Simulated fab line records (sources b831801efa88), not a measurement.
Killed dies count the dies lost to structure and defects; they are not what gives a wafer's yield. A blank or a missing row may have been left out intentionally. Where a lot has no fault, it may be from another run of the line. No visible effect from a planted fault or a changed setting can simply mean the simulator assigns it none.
One fault through the eyes of 2 desks / flow sky130 / each desk has only its own numbers; what lay behind them comes last

THE TOOL OWNER'S DESK: cvd_w-02
The tool's own readings at SKY_LI_CONTACT_CVD_21 (deposits W, target thk 400 nm, time 120.56 s): means of the sampled wafers that have a number, for each lot that ran on this tool. A lot is out of limits, marked OUT, if its mean lies more than 4 standard deviations from the usual mean; the brackets give that distance.
Columns: A = chamber_pressure_Torr at SKY_LI_CONTACT_CVD_21, usual 40.00 Torr; B = heater_power_w at SKY_LI_CONTACT_CVD_21, usual 887 W; C = susceptor_temp_C at SKY_LI_CONTACT_CVD_21, usual 399.97 C
lot=L705; first seen here=day 29 23:29; A=40.08; B=821; C=400.10
lot=L709; first seen here=day 31 08:41; A=40.08; B=834; C=400.03
lot=L711; first seen here=day 31 13:26; A=39.97; B=798; C=399.69
lot=L713; first seen here=day 32 14:58; A=44.10 (+45) OUT; B=793; C=400.05
lot=L714; first seen here=day 33 01:25; A=43.98 (+44) OUT; B=868; C=400.14
lot=L726; first seen here=day 36 10:31; A=40.01; B=757; C=399.75
This desk's finding: out of limits on L713, L714; first on L713, day 32 14:58 (chamber_pressure_Torr at SKY_LI_CONTACT_CVD_21). Within limits: L705, L709, L711, L726.

AT THE METROLOGY DESK
What the gauges read for every lot (on any tool): the sampled wafers with a number, averaged. A lot is out of limits, marked OUT, if its mean lies more than 4 standard deviations from the usual mean; the brackets give that distance.
Columns: A = LI_CONTACT_W_RS at SKY_LI_CONTACT_RS_MEAS_22, usual 0.288 ohm/sq; B = LI_CONTACT_W_THK at SKY_LI_CONTACT_THK_MEAS_23, usual 405 nm
lot=L705; first seen here=day 29 23:37; A=0.281; B=410
lot=L707; first seen here=day 30 14:29; A=0.289; B=407
lot=L706; first seen here=day 30 16:56; A=0.287; B=411
lot=L708; first seen here=day 31 01:07; A=0.292; B=401
lot=L709; first seen here=day 31 08:49; A=0.286; B=406
lot=L711; first seen here=day 31 13:34; A=0.288; B=407
lot=L710; first seen here=day 31 14:31; A=0.289; B=401
lot=L713; first seen here=day 32 15:07; A=0.275; B=420
lot=L714; first seen here=day 33 01:32; A=0.267 (-5.2) OUT; B=434 (+4.4) OUT
lot=L718; first seen here=day 34 09:04; A=0.288; B=402
lot=L725; first seen here=day 35 23:46; A=0.287; B=409
lot=L724; first seen here=day 36 01:14; A=0.288; B=407
lot=L726; first seen here=day 36 10:39; A=0.293; B=401
lot=L727; first seen here=day 36 17:51; A=0.288; B=410
Finding of this desk: L714 out of limits, first seen on L714 at day 33 01:32 (LI_CONTACT_W_RS at SKY_LI_CONTACT_RS_MEAS_22). Within limits: L705, L707, L706, L708, L709, L711, L710, L713, L718, L725, L724, L726, L727.

ALL TOGETHER
At day 32 14:58, on L713, L714, the tool owner's desk was in a position to raise an alarm.
Metrology desk: alarm possible at day 33 01:32 on L714.
The metrology desk has L713 on record, within its limits.
SKY_LI_CONTACT_CVD_21 was run on cvd_w-02 by each of the lots named.

WHAT THE SIMULATOR HAD PUT IN
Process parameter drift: cvd_w-02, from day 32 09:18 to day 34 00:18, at SKY_LI_CONTACT_CVD_21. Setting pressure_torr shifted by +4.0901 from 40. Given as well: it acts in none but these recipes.
Shown lots that were struck: L713, L714.
Delay (hours) between the fault's onset and each desk's first out-of-limits reading: 6 at the tool owner's desk, 16 at the metrology desk.
